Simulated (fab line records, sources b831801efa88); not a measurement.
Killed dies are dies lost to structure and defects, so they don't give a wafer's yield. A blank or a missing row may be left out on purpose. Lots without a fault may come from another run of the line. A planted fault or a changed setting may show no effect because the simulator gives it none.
fab line records | flow gf180mcu
record lots=14 wafers=42 last_day=34
route steps=602 shown V2@404
lots that met no fault: from a run of the same line without faults
start_h: hours from the record's first day to the start of the lot's first wafer shown | wait_h: hours since the lot's step before | " the same as in the row above | L1.1+2: a row that stands for several wafers | - no value, or no start given | * or withheld: withheld | < > ~ a bound
route shown NAME@n: a module of which the file shows steps, and the number in the route of the first | usual: mean/standard deviation of fault-free wafers | same: alike in all rows | chamber/n: place in a boat | sites: the reading at each site | _std_site: their standard deviation | _edge_site: outer sites' mean less inner sites' | radius_mm: how far each site lies from the wafer's centre | mask NAME#n: copy n | behind: the tool/chamber that last shaped the wafer | hold: why the lot was held/for how many hours/how that ended | device: the transistor (n, p or np) that didn't switch | end of line: the same wafers' tests at the end of the route | a step without rows: its recipe alone | killed: dies lost to structure and defects at the first sort, not the wafer's yield | map: a wafer's dies, x killed, . not, _ none there
set.NAME: the setting as run; set.NAME@STEP: as run at that earlier step | model.NAME: the simulator's own value behind a step, which no gauge read
steps of the route over a sample of lots; a table a step, a row a wafer
services: from which hour (start_h, from the record's first day; less than 0 if before it) a tool's chamber was out of use, for how many hours, and why
## steps
# step GF_V2_SPUTTER_22
# recipe material=TiN target_thk_nm=10 chamber_pressure_pa=5 power_w=4000 time_s=40
# usual throttle_valve_pct=30.0/1.3
# columns lot.wafer tool chamber start_h wait_h throttle_valve_pct
L844.2 pvd_sputter-02 - 466.82 0.0 28.7
L844.3 " - " " 30.1
L844.5 " - " " 31.4
L846.2 pvd_sputter-04 - 490.32 0.0 29.4
L846.4 " - " " 30.2
L846.5 " - " " 30.0
L847.1 pvd_sputter-01 - 494.43 0.0 29.0
L847.4 " - " " 30.5
L847.6 " - " " 28.8
L849.2 pvd_sputter-01 - 510.11 0.0 27.8
L849.3 " - " " 29.5
L849.6 " - " " 30.5
L851.1 pvd_sputter-01 - 535.71 0.0 28.7
L851.3 " - " " 29.2
L851.5 " - " " 30.4
L852.1 pvd_sputter-04 - 547.94 0.0 32.6
L852.2 " - " " 29.5
L852.6 " - " " 29.7
L855.2 pvd_sputter-04 - 577.44 0.0 32.7
L855.3 " - " " 29.6
L855.5 " - " " 29.5
L857.2 pvd_sputter-04 - 598.41 0.0 32.7
L857.5 " - " " 29.4
L857.6 " - " " 28.9
L859.2 pvd_sputter-01 - 603.87 0.0 28.8
L859.4 " - " " 27.8
L859.6 " - " " 28.9
L863.1 pvd_sputter-02 - 628.36 0.0 31.4
L863.3 " - " " 30.9
L863.6 " - " " 30.8
L864.2 pvd_sputter-04 - 635.64 0.0 29.5
L864.5 " - " " 32.5
L864.6 " - " " 29.2
L865.2 pvd_sputter-01 - 644.91 0.0 28.7
L865.4 " - " " 27.6
L865.6 " - " " 28.5
L866.3 pvd_sputter-01 - 651.17 0.0 29.0
L866.4 " - " " 29.2
L866.5 " - " " 27.7
L867.1 pvd_sputter-02 - 655.16 0.0 28.8
L867.4 " - " " 31.3
L867.5 " - " " 31.6
# step GF_V2_CVD_23
# recipe material=W target_thk_nm=350 time_s=104.94 temp_c=400 pressure_torr=40
# usual heater_power_w=855/35
# columns lot.wafer tool chamber start_h wait_h heater_power_w
L844.2 cvd_w-02 0 466.86 0.0 772
L844.3 " 1 " " 877
L844.5 " 1 " " 876
L846.2 cvd_w-02 0 490.36 0.0 802
L846.4 " 1 " " 905
L846.5 " 1 " " 887
L847.1 cvd_w-01 1 494.46 0.0 848
L847.4 " 1 " " 847
L847.6 " 1 " " 839
L849.2 cvd_w-01 0 510.15 0.0 865
L849.3 " 1 " " 861
L849.6 " 1 " " 888
L851.1 cvd_w-01 0 535.75 0.0 871
L851.3 " 0 " " 883
L851.5 " 1 " " 853
L852.1 cvd_w-01 1 547.98 0.0 841
L852.2 " 0 " " 868
L852.6 " 1 " " 856
L855.2 cvd_w-01 0 577.48 0.0 858
L855.3 " 1 " " 874
L855.5 " 0 " " 872
L857.2 cvd_w-02 0 598.45 0.0 808
L857.5 " 1 " " 891
L857.6 " 0 " " 788
L859.2 cvd_w-02 0 603.91 0.0 778
L859.4 " 1 " " 885
L859.6 " 0 " " 802
L863.1 cvd_w-02 1 628.40 0.0 898
L863.3 " 0 " " 806
L863.6 " 1 " " 903
L864.2 cvd_w-02 0 635.68 0.0 780
L864.5 " 0 " " 769
L864.6 " 1 " " 895
L865.2 cvd_w-01 0 644.95 0.0 870
L865.4 " 1 " " 858
L865.6 " 0 " " 886
L866.3 cvd_w-01 0 651.25 0.1 856
L866.4 " 1 " " 865
L866.5 " 0 " " 858
L867.1 cvd_w-01 1 655.20 0.0 881
L867.4 " 1 " " 879
L867.5 " 1 " " 880
# step GF_V2_RS_MEAS_24
# recipe thk_meas_gauge=four-point-probe reads=W_of_V2_CVD_23+TiN_of_V2_SPUTTER_22+Ti_of_V2_SPUTTER_21
# usual V2_W_RS=0.327/0.0042
# columns lot.wafer tool chamber start_h wait_h V2_W_RS[ohm/sq]
L844.2 film_metro-03 - 466.99 0.1 0.319
L844.3 " - " " 0.328
L844.5 " - " " 0.328
L846.2 film_metro-02 - 490.49 0.1 0.320
L846.4 " - " " 0.327
L846.5 " - " " 0.321
L847.1 film_metro-03 - 494.58 0.1 0.333
L847.4 " - " " 0.333
L847.6 " - " " 0.332
L849.2 film_metro-03 - 510.28 0.1 0.332
L849.3 " - " " 0.328
L849.6 " - " " 0.329
L851.1 film_metro-02 - 535.86 0.1 0.331
L851.3 " - " " 0.329
L851.5 " - " " 0.328
L852.1 film_metro-03 - 548.09 0.1 0.332
L852.2 " - " " 0.330
L852.6 " - " " 0.326
L855.2 film_metro-02 - 577.61 0.1 0.326
L855.3 " - " " 0.326
L855.5 " - " " 0.326
L857.2 film_metro-02 - 598.58 0.1 0.321
L857.5 " - " " 0.327
L857.6 " - " " 0.321
L859.2 film_metro-02 - 604.04 0.1 0.327
L859.4 " - " " 0.331
L859.6 " - " " 0.327
L863.1 film_metro-01 - 628.51 0.1 0.326
L863.3 " - " " 0.320
L863.6 " - " " 0.324
L864.2 film_metro-02 - 635.81 0.1 0.320
L864.5 " - " " 0.321
L864.6 " - " " 0.328
L865.2 film_metro-01 - 645.08 0.1 0.327
L865.4 " - " " 0.332
L865.6 " - " " 0.327
L866.3 film_metro-03 - 651.51 0.2 0.329
L866.4 " - " " 0.326
L866.5 " - " " 0.328
L867.1 film_metro-02 - 655.31 0.1 0.326
L867.4 " - " " 0.330
L867.5 " - " " 0.327
# step GF_V2_CMP_26
# recipe stop_on=SiO2 down_force_psi=3.5 platen_rpm=60 t_overpolish_s=15 target_thk_nm=0 pad_velocity_m_s=0.94248
# usual edge_zone_pressure_frac=1.000/0.005 head_pressure_psi=3.501/0.0082 motor_current_A=10.7/0.88 overpolish_run_s=15.000/0.0083 retaining_ring_pressure_frac=1.000/0.0046 slurry_filter_dp_kPa=13.48/0.14 time_to_endpoint_s=84/3.4
# columns lot.wafer tool chamber start_h wait_h edge_zone_pressure_frac head_pressure_psi motor_current_A overpolish_run_s retaining_ring_pressure_frac slurry_filter_dp_kPa time_to_endpoint_s
L844.2 cmp-02 1 467.25 0.1 1.004 3.500 11.4 14.997 1.000 13.50 87
L844.3 " 2 " " 0.999 3.506 9.9 14.995 1.001 13.42 85
L844.5 " 3 " " 1.002 3.496 11.4 15.003 0.997 13.40 83
L846.2 cmp-02 3 490.65 0.0 1.003 3.504 10.5 15.007 1.011 13.29 86
L846.4 " 1 " " 1.000 3.501 10.9 15.007 1.006 13.42 88
L846.5 " 3 " " 1.002 3.498 10.7 15.018 1.007 13.50 91
L847.4 cmp-02 0 494.86 0.1 0.994 3.507 9.9 14.988 0.996 13.50 87
L847.1 " 1 " " 1.005 3.510 11.5 15.011 1.003 13.65 85
L847.6 " 3 " " 0.993 3.502 11.2 15.002 0.993 13.44 84
L849.3 cmp-01 1 510.54 0.1 0.996 3.504 10.8 15.002 0.999 13.47 87
L849.2 " 2 " " 1.001 3.488 12.5 14.988 1.007 13.49 81
L849.6 " 0 " " 1.004 3.505 9.9 14.969 1.000 13.35 85
L851.3 cmp-02 2 536.04 0.0 0.998 3.505 10.6 15.005 0.998 13.67 86
L851.1 " 0 " " 1.001 3.489 9.4 15.004 0.990 13.39 84
L851.5 " 2 " " 1.004 3.498 10.5 14.982 1.007 13.43 85
L852.1 cmp-02 0 548.32 0.1 0.995 3.509 9.9 14.993 0.998 13.38 88
L852.2 " 1 " " 1.003 3.517 12.0 14.998 1.003 13.52 84
L852.6 " 3 " " 1.000 3.497 10.1 15.009 1.004 13.36 85
L855.2 cmp-01 2 578.13 0.4 1.003 3.495 13.4 15.010 1.003 13.61 81
L855.3 " 0 " " 0.996 3.502 9.6 14.993 0.995 13.32 85
L855.5 " 3 " " 1.001 3.499 10.5 14.996 0.998 13.45 81
L857.2 cmp-01 0 598.79 0.1 - - - - - - -
L857.5 " 3 " " - - - - - - -
L857.6 " 0 " " - - - - - - -
L859.4 cmp-01 0 604.25 0.1 - - - - - - -
L859.2 " 1 " " - - - - - - -
L859.6 " 0 " " - - - - - - -
L863.1 cmp-02 3 628.74 0.1 0.999 3.488 10.2 15.000 0.999 13.66 85
L863.3 " 1 " " 0.995 3.499 12.0 14.996 1.006 13.31 86
L863.6 " 3 " " 0.998 3.502 11.1 14.993 1.003 13.41 83
L864.2 cmp-02 1 636.07 0.1 1.003 3.504 11.6 15.003 0.996 13.54 88
L864.5 " 3 " " 1.001 3.493 10.1 15.001 1.007 13.44 88
L864.6 " 0 " " 0.994 3.514 10.0 14.996 0.996 13.26 86
L865.2 cmp-01 1 645.24 0.0 1.000 3.507 10.8 14.999 1.012 13.37 78
L865.4 " 0 " " 1.008 3.493 9.6 15.006 1.000 13.32 80
L865.6 " 1 " " 1.003 3.487 10.3 14.989 1.007 13.64 83
L866.4 cmp-01 1 651.65 0.0 0.999 3.514 10.7 14.996 1.005 13.44 80
L866.3 " 0 " " 1.002 3.500 9.7 14.993 1.000 13.42 80
L866.5 " 1 " " 0.998 3.495 10.8 14.995 1.002 13.51 80
L867.1 cmp-02 2 655.59 0.1 0.996 3.490 10.4 15.001 0.994 13.52 87
L867.4 " 3 " " 0.999 3.507 10.7 14.999 0.993 13.51 87
L867.5 " 1 " " 1.004 3.522 12.1 14.988 1.004 13.33 87
## services
# columns tool chamber start_h hours kind
cvd_w-01 - 448.26 2.8 pm
cmp-02 - 450.98 14.9 pm
cmp-02 - 476.17 4.2 pm
cmp-01 - 487.98 3.7 pm
cmp-01 - 492.55 3.7 repair
cmp-01 - 505.17 1.8 repair
cmp-01 - 568.48 1.1 repair
cmp-01 - 572.00 4.0 pm
cmp-01 - 576.00 - consumable_replace:conditioner
cmp-01 - 576.00 - consumable_replace:pad
cmp-02 - 606.74 4.2 repair
cmp-01 - 608.89 0.6 repair
cmp-02 - 625.74 1.2 repair
cvd_w-02 - 644.49 2.8 pm
cmp-02 - 653.98 0.7 repair
## key
first_sign step=GF_V2_CMP_26 reading=tool_record direction=missing
effect none on later readings
met_at GF_V2_CMP_26
struck_lots L857,L859
later_rows_left_out L857.2,L857.5,L857.6,L859.2,L859.4,L859.6
sort_left_out L857.2,L857.5,L857.6,L859.2,L859.4,L859.6
not_acting_at GF_V2_SPUTTER_22,GF_V2_CVD_23,GF_V2_RS_MEAS_24
onset_between 578.13 598.79
fault kind=skipped_step_whole tool=cmp-01 chamber=- onset_h=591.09 steps=GF_V2_CMP_26 scope=struck_lots_only
# sort_left_out: the simulated sort isn't trusted on such a fault, so these wafers' sort isn't shown, and their yield isn't known
# later_rows_left_out: the simulator's readings of these wafers behind a module that went badly wrong aren't trusted and aren't shown, but for the sort
